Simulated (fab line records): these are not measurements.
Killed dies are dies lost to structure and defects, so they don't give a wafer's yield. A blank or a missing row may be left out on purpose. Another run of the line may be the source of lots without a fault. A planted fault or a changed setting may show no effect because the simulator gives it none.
Matching of chambers + flow gf180mcu + pecvd-01 running GF_V1_CVD_02: 3 sister chambers
The step deposits SiO2 from TEOS, target thk 850 nm, time 94.851 s. 20 wafers are shown with their chamber, then 10 later ones without.

WAFERS WITH THEIR CHAMBER
| wafer  | chamber | heaterPowerW (W) | rfFwdPowerW (W) |
|--------|---------|------------------|-----------------|
| L075.2 | 0       | 825              | 593.9           |
| L075.3 | 1       | 800              | 597.5           |
| L075.4 | 1       | 831              | 594.4           |
| L077.1 | 2       | 659              | 596.2           |
| L077.2 | 0       | 696              | 593.1           |
| L077.3 | 1       | 686              | 603.1           |
| L080.1 | 0       | 763              | 593.9           |
| L080.2 | 2       | 612              | 598.9           |
| L080.3 | 1       | 843              | 593.6           |
| L082.1 | 2       | 643              | 595.7           |
| L082.3 | 1       | 805              | 595.1           |
| L082.5 | 2       | 500              | 598.2           |
| L084.3 | 0       | 825              | 596.9           |
| L084.5 | 0       | 855              | 599.0           |
| L084.6 | 2       | 616              | 598.1           |
| L085.1 | 1       | 804              | 597.3           |
| L085.4 | 0       | 793              | 599.3           |
| L085.6 | 1       | 819              | 594.3           |
| L089.2 | 0       | 827              | 596.3           |
| L089.4 | 0       | 679              | 593.6           |

SIGNATURES (averages over the wafers above)
| reading      | chamber 0 | chamber 1 | chamber 2 | scatter within a chamber |
|--------------|-----------|-----------|-----------|--------------------------|
| heaterPowerW | 782.88    | 798.29    | 606.00    | 60                       |
| rfFwdPowerW  | 595.750   | 596.471   | 597.420   | 2.61                     |
Rule: a wafer lies at a distance from a chamber equal to the root of the sum of squares, over the readings, of (its reading less the chamber's mean, divided by the reading's scatter). If the next closest chamber is less than 2 further off than the closest, the wafer can't be placed; otherwise it belongs to the closest. The scatter is the square root of a quotient: the sum, over the shown wafers, of each reading's squared deviation from its chamber's mean, divided by wafers minus chambers.

WAFERS WHOSE CHAMBER IS MISSING
| wafer  | heaterPowerW (W) | rfFwdPowerW (W) |
|--------|------------------|-----------------|
| L089.6 | 671              | 596.1           |
| L090.2 | 778              | 597.3           |
| L090.3 | 672              | 596.6           |
| L090.6 | 787              | 595.5           |
| L092.1 | 641              | 598.2           |
| L092.2 | 746              | 594.0           |
| L092.5 | 567              | 599.7           |
| L095.1 | 693              | 595.7           |
| L095.2 | 833              | 594.3           |
| L095.3 | 502              | 599.2           |

WHICH CHAMBER EACH ONE RAN IN
| wafer  | from the rows above          | in truth |
|--------|------------------------------|----------|
| L089.6 | can't be placed: 2 or 0 or 1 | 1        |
| L090.2 | can't be placed: 1 or 0      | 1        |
| L090.3 | can't be placed: 2 or 0 or 1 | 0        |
| L090.6 | can't be placed: 0 or 1      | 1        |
| L092.1 | can't be placed: 2 or 0      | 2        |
| L092.2 | can't be placed: 0 or 1 or 2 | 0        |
| L092.5 | 2                            | 2        |
| L095.1 | can't be placed: 0 or 2 or 1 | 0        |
| L095.2 | can't be placed: 0 or 1      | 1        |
| L095.3 | 2                            | 2        |
Correctly placed: 2 of 10. From these rows, 8 cannot be placed; in 8 the true chamber is one of the candidates. 0 placed wrongly.
